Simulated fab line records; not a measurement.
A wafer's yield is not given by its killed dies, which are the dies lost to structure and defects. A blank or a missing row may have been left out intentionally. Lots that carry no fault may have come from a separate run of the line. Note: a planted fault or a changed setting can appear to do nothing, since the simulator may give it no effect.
fab line records + flow sky130
record
- lots=14
- wafers=42
- last-day=50
route steps=708 shown DNWELL@43 NWELL@79 VT_ADJUST_NCORE@123 SONOS_TUNNEL@162
lots untouched by any fault: they come from a run of this same line in which no faults occurred
start-h: start of the lot's first displayed wafer, in hours after the record's first day + wait-h: how many hours have passed since the lot's step before this one + " repeats the value in the row above + L1.1+2: one row covering several wafers at once + - no value, or no start given + * or withheld: withheld + < > ~ a bound
route shown NAME@n: names a module that has steps shown in the file, with the first one's number in the route + usual: mean and standard deviation over wafers with no fault + same: alike in all rows + chamber/n: place in a boat + sites: per-site readings + _std_site: the values' standard deviation + _edge_site: mean of outer sites minus mean of inner sites + radius-mm: for every site, how far away it sits from the centre of the wafer + mask NAME#n: copy n + behind: the tool/chamber that last shaped the wafer + hold: what put the lot on hold/how long, in hours/how the hold closed + device: transistor that didn't switch, given as n, p or np + end of line: at the end of the route, the tests of the same wafers + for a step that has no rows: nothing shown but its recipe + killed: dies that structure and defects cost at the first sort, which is not the same as the wafer's yield + map: per-die view of a wafer (x killed, . not killed, _ where there is no die)
set.NAME: the setting that was run; set.NAME@STEP: the one run at that earlier step + model.NAME: the simulator's own value behind a step, which no gauge read
route steps across a sampled set of lots; one table per step, one row per wafer
services: the hour from which a tool's chamber was out of use, counted from the record's first day as start-h (under 0 if before that day), plus the number of hours and why
## steps
# step SKY_DNWELL_STRIP_08
# recipe
- chemistry=O2/N2
- power-w=1400
- pressure-mtorr=1500
- platen-temp-c=withheld
- o2-flow-sccm=3000
- n2-flow-sccm=300
- overash-fraction=0.5
# usual
- drypump-motor-current-A=5.8/0.41
- oes-product-au=0.722/0.0043
- strip-time-to-endpoint-s=36.89/0.11
# same
- overash-fraction=0.5
| lot.wafer | tool            | chamber | start-h | wait-h | drypump-motor-current-A | oes-product-au | rf-hours-counter-h | strip-time-to-endpoint-s |
|-----------|-----------------|---------|---------|--------|-------------------------|----------------|--------------------|--------------------------|
| L475.1    | plasma-asher-01 | 0       | 61.12   | 0.1    | 6.0                     | 0.726          | 25                 | 36.91                    |
| L475.2    | "               | 1       | "       | "      | 5.2                     | 0.719          | 25                 | 36.80                    |
| L475.4    | "               | 1       | "       | "      | 5.2                     | 0.723          | -                  | 36.86                    |
| L476.2    | plasma-asher-03 | 0       | 65.76   | 0.1    | 5.2                     | 0.724          | 38                 | 36.75                    |
| L476.3    | "               | 0       | "       | "      | 5.2                     | 0.716          | -                  | 36.72                    |
| L476.4    | "               | 1       | "       | "      | 6.3                     | 0.724          | -                  | 36.81                    |
| L477.2    | plasma-asher-01 | 1       | 68.92   | 0.1    | 5.2                     | 0.720          | 26                 | 36.85                    |
| L477.4    | "               | 0       | "       | "      | 6.2                     | 0.725          | -                  | 36.84                    |
| L477.6    | "               | 0       | "       | "      | 6.2                     | 0.713          | -                  | 36.93                    |
| L478.1    | plasma-asher-03 | 0       | 72.01   | 0.1    | 5.2                     | 0.725          | 39                 | 36.92                    |
| L478.5    | "               | 1       | "       | "      | 6.3                     | 0.715          | -                  | 36.87                    |
| L478.6    | "               | 0       | "       | "      | 5.2                     | 0.705          | -                  | 36.91                    |
| L483.4    | plasma-asher-03 | 1       | 103.35  | 0.1    | 6.3                     | 0.725          | -                  | 36.82                    |
| L483.5    | "               | 1       | "       | "      | 6.3                     | 0.730          | -                  | 36.76                    |
| L483.6    | "               | 0       | "       | "      | 5.2                     | 0.722          | -                  | 36.70                    |
| L484.2    | plasma-asher-04 | 0       | 106.78  | 0.1    | 5.9                     | 0.718          | 43                 | 36.81                    |
| L484.4    | "               | 0       | "       | "      | 5.9                     | 0.723          | -                  | 36.95                    |
| L484.6    | "               | 1       | "       | "      | 5.7                     | 0.726          | -                  | 36.86                    |
| L488.1    | plasma-asher-04 | 0       | 129.73  | 0.1    | 5.9                     | 0.724          | 45                 | 36.73                    |
| L488.3    | "               | 1       | "       | "      | 5.7                     | 0.717          | -                  | 36.75                    |
| L488.4    | "               | 0       | "       | "      | 5.9                     | 0.732          | -                  | 36.79                    |
| L490.1    | plasma-asher-01 | 0       | 137.28  | 0.1    | 6.1                     | 0.727          | 33                 | 36.80                    |
| L490.4    | "               | 1       | "       | "      | 5.2                     | 0.720          | -                  | 36.74                    |
| L490.6    | "               | 1       | "       | "      | 5.2                     | 0.723          | -                  | 36.81                    |
| L491.2    | plasma-asher-04 | 0       | 142.12  | 0.1    | 6.0                     | 0.718          | 46                 | 36.98                    |
| L491.3    | "               | 0       | "       | "      | 5.9                     | 0.724          | -                  | 36.91                    |
| L491.6    | "               | 1       | "       | "      | 5.7                     | 0.719          | -                  | 36.86                    |
| L492.1    | plasma-asher-04 | 0       | 146.88  | 0.1    | 5.9                     | 0.720          | 47                 | 36.76                    |
| L492.3    | "               | 0       | "       | "      | 5.9                     | 0.713          | -                  | 36.76                    |
| L492.4    | "               | 1       | "       | "      | 5.8                     | 0.724          | -                  | 36.78                    |
| L493.2    | plasma-asher-03 | 0       | 152.46  | 0.1    | 5.2                     | 0.723          | 3                  | 37.08                    |
| L493.5    | "               | 0       | "       | "      | 5.2                     | 0.732          | -                  | 36.99                    |
| L493.6    | "               | 1       | "       | "      | 6.3                     | 0.724          | -                  | 37.08                    |
| L494.1    | plasma-asher-01 | 1       | 158.37  | 0.1    | 5.2                     | 0.727          | 35                 | 37.01                    |
| L494.4    | "               | 1       | "       | "      | 5.2                     | 0.720          | -                  | 37.08                    |
| L494.6    | "               | 0       | "       | "      | 6.1                     | 0.728          | -                  | 37.10                    |
| L495.1    | plasma-asher-03 | 0       | 163.88  | 0.1    | 5.2                     | 0.719          | 5                  | 37.03                    |
| L495.2    | "               | 1       | "       | "      | 6.3                     | 0.720          | 5                  | 36.91                    |
| L495.5    | "               | 1       | "       | "      | 6.3                     | 0.728          | -                  | 36.80                    |
| L496.2    | plasma-asher-03 | 1       | 173.47  | 0.1    | 6.3                     | 0.727          | 6                  | 36.93                    |
| L496.4    | "               | 0       | "       | "      | 5.2                     | 0.729          | -                  | 36.79                    |
| L496.5    | "               | 1       | "       | "      | 6.3                     | 0.726          | -                  | 36.92                    |
# step SKY_NWELL_TW_MEAS_26
# usual
- NWELL_2_TW=496/5.3
| lot.wafer | tool          | chamber | start-h | wait-h | NWELL_2_TW |
|-----------|---------------|---------|---------|--------|------------|
| L475.1    | film-metro-04 | -       | 113.10  | 0.1    | 492        |
| L475.2    | "             | -       | "       | "      | 489        |
| L475.4    | "             | -       | "       | "      | 489        |
| L476.2    | film-metro-04 | -       | 116.98  | 0.1    | 490        |
| L476.3    | "             | -       | "       | "      | 491        |
| L476.4    | "             | -       | "       | "      | 489        |
| L477.2    | film-metro-02 | -       | 120.96  | 0.1    | 499        |
| L477.4    | "             | -       | "       | "      | 498        |
| L477.6    | "             | -       | "       | "      | 497        |
| L478.1    | film-metro-04 | -       | 124.80  | 0.1    | 491        |
| L478.5    | "             | -       | "       | "      | 490        |
| L478.6    | "             | -       | "       | "      | 490        |
| L483.4    | film-metro-02 | -       | 159.43  | 0.1    | 496        |
| L483.5    | "             | -       | "       | "      | 498        |
| L483.6    | "             | -       | "       | "      | 496        |
| L484.2    | film-metro-02 | -       | 164.21  | 0.1    | 498        |
| L484.4    | "             | -       | "       | "      | 496        |
| L484.6    | "             | -       | "       | "      | 499        |
| L488.1    | film-metro-03 | -       | 188.24  | 0.1    | 505        |
| L488.3    | "             | -       | "       | "      | 503        |
| L488.4    | "             | -       | "       | "      | 506        |
| L490.1    | film-metro-04 | -       | 198.12  | 0.1    | 488        |
| L490.4    | "             | -       | "       | "      | 489        |
| L490.6    | "             | -       | "       | "      | 490        |
| L491.2    | film-metro-03 | -       | 203.23  | 0.1    | 503        |
| L491.3    | "             | -       | "       | "      | 501        |
| L491.6    | "             | -       | "       | "      | 502        |
| L492.1    | film-metro-03 | -       | 207.59  | 0.1    | 505        |
| L492.3    | "             | -       | "       | "      | 502        |
| L492.4    | "             | -       | "       | "      | 498        |
| L493.2    | film-metro-02 | -       | 213.61  | 0.1    | 495        |
| L493.5    | "             | -       | "       | "      | 497        |
| L493.6    | "             | -       | "       | "      | 497        |
| L494.1    | film-metro-02 | -       | 220.10  | 0.1    | 493        |
| L494.4    | "             | -       | "       | "      | 497        |
| L494.6    | "             | -       | "       | "      | 495        |
| L495.1    | film-metro-02 | -       | 227.60  | 0.1    | 498        |
| L495.2    | "             | -       | "       | "      | 497        |
| L495.5    | "             | -       | "       | "      | 498        |
| L496.2    | film-metro-03 | -       | 237.88  | 0.1    | 498        |
| L496.4    | "             | -       | "       | "      | 500        |
| L496.5    | "             | -       | "       | "      | 500        |
# step SKY_VT_ADJUST_NCORE_EXPOSE_04
# recipe
- mask-id=LVTN_COMPLEMENT_THIN
- na=0.6
- source-shape=conventional
- sigma-outer=0.6
- polarization=unpolarized
- target-cd-nm=380
- dose-mj=139
# usual
- exposure-dose-mJ-cm2=138.99/0.13
- focus-offset-nm=0.0/0.52
- na=0.6/0
| lot.wafer | tool             | chamber | start-h | wait-h | mask                   | exposure-dose-mJ-cm2 | focus-offset-nm | na  |
|-----------|------------------|---------|---------|--------|------------------------|----------------------|-----------------|-----|
| L475.1    | iline-stepper-01 | 0       | 182.09  | -      | LVTN_COMPLEMENT_THIN#0 | 139.10               | 0.0             | 0.6 |
| L475.2    | "                | 0       | "       | "      | LVTN_COMPLEMENT_THIN#0 | 139.19               | 0.0             | 0.6 |
| L475.4    | "                | 0       | "       | "      | LVTN_COMPLEMENT_THIN#0 | 139.17               | 0.2             | 0.6 |
| L476.2    | iline-stepper-01 | 0       | 186.23  | -      | LVTN_COMPLEMENT_THIN#0 | 138.98               | -0.4            | 0.6 |
| L476.3    | "                | 0       | "       | "      | LVTN_COMPLEMENT_THIN#0 | 138.96               | 1.2             | 0.6 |
| L476.4    | "                | 0       | "       | "      | LVTN_COMPLEMENT_THIN#0 | 138.85               | 0.7             | 0.6 |
| L477.2    | iline-stepper-02 | 0       | 190.10  | -      | LVTN_COMPLEMENT_THIN#0 | 139.12               | 0.0             | 0.6 |
| L477.4    | "                | 0       | "       | "      | LVTN_COMPLEMENT_THIN#0 | 138.99               | 0.2             | 0.6 |
| L477.6    | "                | 0       | "       | "      | LVTN_COMPLEMENT_THIN#0 | 138.83               | -0.2            | 0.6 |
| L478.1    | iline-stepper-01 | 0       | 194.63  | -      | LVTN_COMPLEMENT_THIN#0 | 139.10               | 0.9             | 0.6 |
| L478.5    | "                | 0       | "       | "      | LVTN_COMPLEMENT_THIN#0 | 139.04               | 0.3             | 0.6 |
| L478.6    | "                | 0       | "       | "      | LVTN_COMPLEMENT_THIN#0 | 138.93               | 0.0             | 0.6 |
| L483.4    | iline-stepper-01 | -       | 233.84  | -      | LVTN_COMPLEMENT_THIN#0 | -                    | -               | -   |
| L483.5    | "                | -       | "       | "      | LVTN_COMPLEMENT_THIN#0 | -                    | -               | -   |
| L483.6    | "                | -       | "       | "      | LVTN_COMPLEMENT_THIN#0 | -                    | -               | -   |
| L484.2    | iline-stepper-01 | -       | 239.53  | -      | LVTN_COMPLEMENT_THIN#0 | -                    | -               | -   |
| L484.4    | "                | -       | "       | "      | LVTN_COMPLEMENT_THIN#0 | -                    | -               | -   |
| L484.6    | "                | -       | "       | "      | LVTN_COMPLEMENT_THIN#0 | -                    | -               | -   |
| L488.1    | iline-stepper-02 | 0       | 266.03  | -      | LVTN_COMPLEMENT_THIN#0 | 139.21               | -0.4            | 0.6 |
| L488.3    | "                | 0       | "       | "      | LVTN_COMPLEMENT_THIN#0 | 138.71               | -0.5            | 0.6 |
| L488.4    | "                | 0       | "       | "      | LVTN_COMPLEMENT_THIN#0 | 139.07               | 0.1             | 0.6 |
| L490.1    | iline-stepper-01 | 0       | 277.54  | -      | LVTN_COMPLEMENT_THIN#0 | 139.05               | -0.1            | 0.6 |
| L490.4    | "                | 0       | "       | "      | LVTN_COMPLEMENT_THIN#0 | 138.94               | -0.2            | 0.6 |
| L490.6    | "                | 0       | "       | "      | LVTN_COMPLEMENT_THIN#0 | 139.04               | 0.0             | 0.6 |
| L491.2    | iline-stepper-01 | 0       | 285.53  | -      | LVTN_COMPLEMENT_THIN#0 | 138.95               | 0.5             | 0.6 |
| L491.3    | "                | 0       | "       | "      | LVTN_COMPLEMENT_THIN#0 | 139.03               | 0.2             | 0.6 |
| L491.6    | "                | 0       | "       | "      | LVTN_COMPLEMENT_THIN#0 | 138.85               | -0.2            | 0.6 |
| L492.1    | iline-stepper-02 | 0       | 290.19  | -      | LVTN_COMPLEMENT_THIN#0 | 138.97               | -0.4            | 0.6 |
| L492.3    | "                | 0       | "       | "      | LVTN_COMPLEMENT_THIN#0 | 138.97               | -1.0            | 0.6 |
| L492.4    | "                | 0       | "       | "      | LVTN_COMPLEMENT_THIN#0 | 138.99               | -0.9            | 0.6 |
| L493.2    | iline-stepper-01 | 0       | 296.45  | -      | LVTN_COMPLEMENT_THIN#0 | 139.00               | 0.4             | 0.6 |
| L493.5    | "                | 0       | "       | "      | LVTN_COMPLEMENT_THIN#0 | 138.88               | 0.2             | 0.6 |
| L493.6    | "                | 0       | "       | "      | LVTN_COMPLEMENT_THIN#0 | 138.96               | -0.5            | 0.6 |
| L494.1    | iline-stepper-01 | 0       | 304.82  | -      | LVTN_COMPLEMENT_THIN#0 | 138.94               | -0.7            | 0.6 |
| L494.4    | "                | 0       | "       | "      | LVTN_COMPLEMENT_THIN#0 | 138.81               | -0.4            | 0.6 |
| L494.6    | "                | 0       | "       | "      | LVTN_COMPLEMENT_THIN#0 | 138.85               | 0.3             | 0.6 |
| L495.1    | iline-stepper-01 | 0       | 315.02  | -      | LVTN_COMPLEMENT_THIN#0 | 139.16               | 0.7             | 0.6 |
| L495.2    | "                | 0       | "       | "      | LVTN_COMPLEMENT_THIN#0 | 138.86               | 0.7             | 0.6 |
| L495.5    | "                | 0       | "       | "      | LVTN_COMPLEMENT_THIN#0 | 138.86               | -0.1            | 0.6 |
| L496.2    | iline-stepper-01 | 0       | 324.88  | -      | LVTN_COMPLEMENT_THIN#0 | 138.93               | 0.3             | 0.6 |
| L496.4    | "                | 0       | "       | "      | LVTN_COMPLEMENT_THIN#0 | 138.98               | 0.1             | 0.6 |
| L496.5    | "                | 0       | "       | "      | LVTN_COMPLEMENT_THIN#0 | 139.04               | 0.5             | 0.6 |
# step SKY_SONOS_TUNNEL_OVL_MEAS_08
# usual
- SONOS_TUNNEL_OVL=-0.6/1.3
| lot.wafer | tool       | chamber | start-h | wait-h | SONOS_TUNNEL_OVL[nm] |
|-----------|------------|---------|---------|--------|----------------------|
| L475.1    | overlay-02 | -       | 258.98  | 0.1    | -1.4                 |
| L475.2    | "          | -       | "       | "      | -1.7                 |
| L475.4    | "          | -       | "       | "      | -1.0                 |
| L476.2    | overlay-01 | -       | 263.54  | 0.1    | 1.0                  |
| L476.3    | "          | -       | "       | "      | 2.9                  |
| L476.4    | "          | -       | "       | "      | 1.0                  |
| L477.2    | overlay-02 | -       | 267.16  | 0.1    | 1.2                  |
| L477.4    | "          | -       | "       | "      | -1.3                 |
| L477.6    | "          | -       | "       | "      | 1.3                  |
| L478.1    | overlay-02 | -       | 274.24  | 0.1    | -1.5                 |
| L478.5    | "          | -       | "       | "      | -0.2                 |
| L478.6    | "          | -       | "       | "      | -1.2                 |
| L483.4    | overlay-01 | -       | 320.15  | 0.1    | -0.6                 |
| L483.5    | "          | -       | "       | "      | -1.5                 |
| L483.6    | "          | -       | "       | "      | -1.8                 |
| L484.2    | overlay-01 | -       | 326.89  | 0.1    | -1.9                 |
| L484.4    | "          | -       | "       | "      | 0.1                  |
| L484.6    | "          | -       | "       | "      | -0.6                 |
| L488.1    | overlay-02 | -       | 358.15  | 0.1    | 0.2                  |
| L488.3    | "          | -       | "       | "      | -1.0                 |
| L488.4    | "          | -       | "       | "      | -0.7                 |
| L490.1    | overlay-01 | -       | 372.69  | 0.1    | -2.3                 |
| L490.4    | "          | -       | "       | "      | -1.5                 |
| L490.6    | "          | -       | "       | "      | -0.8                 |
| L491.2    | overlay-01 | -       | 381.38  | 0.1    | -1.3                 |
| L491.3    | "          | -       | "       | "      | -1.0                 |
| L491.6    | "          | -       | "       | "      | -1.3                 |
| L492.1    | overlay-01 | -       | 385.84  | 0.1    | -2.4                 |
| L492.3    | "          | -       | "       | "      | -1.8                 |
| L492.4    | "          | -       | "       | "      | -1.1                 |
| L493.2    | overlay-01 | -       | 392.91  | 0.1    | 1.2                  |
| L493.5    | "          | -       | "       | "      | 1.6                  |
| L493.6    | "          | -       | "       | "      | 0.7                  |
| L494.1    | overlay-01 | -       | 402.98  | 0.1    | 0.5                  |
| L494.4    | "          | -       | "       | "      | 0.9                  |
| L494.6    | "          | -       | "       | "      | 0.0                  |
| L495.1    | overlay-02 | -       | 413.61  | 0.1    | -1.9                 |
| L495.2    | "          | -       | "       | "      | -1.4                 |
| L495.5    | "          | -       | "       | "      | -1.6                 |
| L496.2    | overlay-02 | -       | 424.99  | 0.1    | 0.1                  |
| L496.4    | "          | -       | "       | "      | 0.0                  |
| L496.5    | "          | -       | "       | "      | -0.7                 |
## services
| tool             | chamber | start-h | hours | kind                    |
|------------------|---------|---------|-------|-------------------------|
| iline-stepper-01 | -       | 43.15   | 0.8   | repair                  |
| plasma-asher-04  | -       | 74.43   | 5.3   | repair                  |
| iline-stepper-01 | -       | 82.43   | 2.1   | pm                      |
| iline-stepper-01 | -       | 84.52   | -     | consumable-replace:lamp |
| iline-stepper-01 | -       | 93.98   | 22.4  | repair                  |
| plasma-asher-04  | -       | 103.96  | 1.4   | repair                  |
| plasma-asher-03  | -       | 108.75  | 9.0   | pm                      |
| plasma-asher-03  | 0       | 108.75  | 9.0   | vent-cycle              |
| plasma-asher-03  | 1       | 108.75  | 9.0   | vent-cycle              |
| plasma-asher-03  | 0       | 117.75  | -     | clean                   |
| plasma-asher-03  | 1       | 117.75  | -     | clean                   |
| iline-stepper-02 | -       | 143.34  | 1.7   | pm                      |
| iline-stepper-02 | 0       | 158.54  | -     | calibration             |
| plasma-asher-01  | -       | 188.62  | 6.2   | repair                  |
| iline-stepper-01 | 0       | 194.12  | -     | calibration             |
| iline-stepper-02 | -       | 205.57  | 1.6   | repair                  |
| iline-stepper-01 | -       | 210.57  | 1.7   | pm                      |
| iline-stepper-01 | -       | 219.16  | 8.9   | repair                  |
| plasma-asher-01  | -       | 226.73  | 4.3   | pm                      |
| plasma-asher-04  | -       | 241.92  | 9.0   | repair                  |
| plasma-asher-01  | -       | 274.47  | 4.6   | repair                  |
| plasma-asher-01  | -       | 291.46  | 4.9   | repair                  |
| plasma-asher-04  | -       | 304.45  | 1.4   | repair                  |
| plasma-asher-04  | -       | 321.44  | 1.1   | repair                  |
## key
first-sign
- step=SKY_VT_ADJUST_NCORE_EXPOSE_04
- reading=tool-record
- direction=missing
effect none on later readings
met-at SKY_VT_ADJUST_NCORE_EXPOSE_04
struck-lots L483,L484
sort-left-out L483.4,L483.5,L483.6,L484.2,L484.4,L484.6
tester-left-out L483,L484
not-acting-at SKY_DNWELL_STRIP_08,SKY_NWELL_TW_MEAS_26,SKY_SONOS_TUNNEL_OVL_MEAS_08
onset-between 194.63 233.84
fault
- kind=skipped-step-whole
- tool=iline-stepper-01
- chamber=-
- onset-h=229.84
- steps=SKY_VT_ADJUST_NCORE_EXPOSE_04
- scope=struck-lots-only
# tester-left-out: of these lots the tester's yield and bins aren't shown, on N5 and GAA mostly nor the transistor test; their killed dies are dies lost to structure and defects alone, not to doping, threshold or leakage, so they don't give the yield
# sort-left-out: the simulated sort isn't trusted on such a fault, so these wafers' sort isn't shown, and their yield isn't known
